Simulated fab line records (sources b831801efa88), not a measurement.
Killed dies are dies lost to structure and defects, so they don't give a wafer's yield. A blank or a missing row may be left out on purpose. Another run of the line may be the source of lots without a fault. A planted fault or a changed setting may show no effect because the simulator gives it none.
Matching of chambers ; flow sky130 ; SKY_VIA1_CMP_02 on cmp-02: 4 sister chambers
The step polishes SiO2. 8 wafers are shown with their chamber, then 7 later ones without.

## WAFERS WITH THEIR CHAMBER
wafer;chamber;motor_current_A (A);edge_zone_pressure_frac
L263.6;3;10.3;1.000
L264.1;1;14.9;0.998
L264.5;0;11.9;1.001
L268.2;0;11.7;1.001
L268.4;2;12.0;0.995
L268.6;2;11.5;1.004
L280.1;3;10.6;0.998
L280.3;1;14.4;1.005

## WAFERS MISSING THEIR CHAMBER
wafer;motor_current_A (A);edge_zone_pressure_frac
L280.6;11.5;1.006
L281.2;13.6;1.003
L281.4;11.7;1.000
L281.6;12.1;1.006
L282.1;12.0;1.004
L282.3;10.7;0.997
L282.6;10.1;0.994

## WHICH CHAMBER EACH WENT THROUGH
wafer;from the rows above;in truth
L280.6;can't be placed: 0 or 2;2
L281.2;1;1
L281.4;can't be placed: 2 or 0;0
L281.6;can't be placed: 0 or 2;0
L282.1;can't be placed: 0 or 2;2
L282.3;3;3
L282.6;3;3
Correct placement for 3 of the 7. These rows do not allow placing 4 (true chamber among the candidates in 4). Number placed wrongly: 0.
How it was worked out, from the rows above alone: a wafer's distance from a chamber is the root of the sum, over the readings, of the square of ((its reading less the chamber's mean) divided by the reading's scatter). The wafer belongs to the nearest chamber; if the next one is less than 2 further off, it can't be placed. The mean given for a chamber averages the wafers shown for that chamber. The scatter: take each reading less its chamber's mean, square it, sum over the shown wafers, divide by the number of wafers less the number of chambers, and take the root.
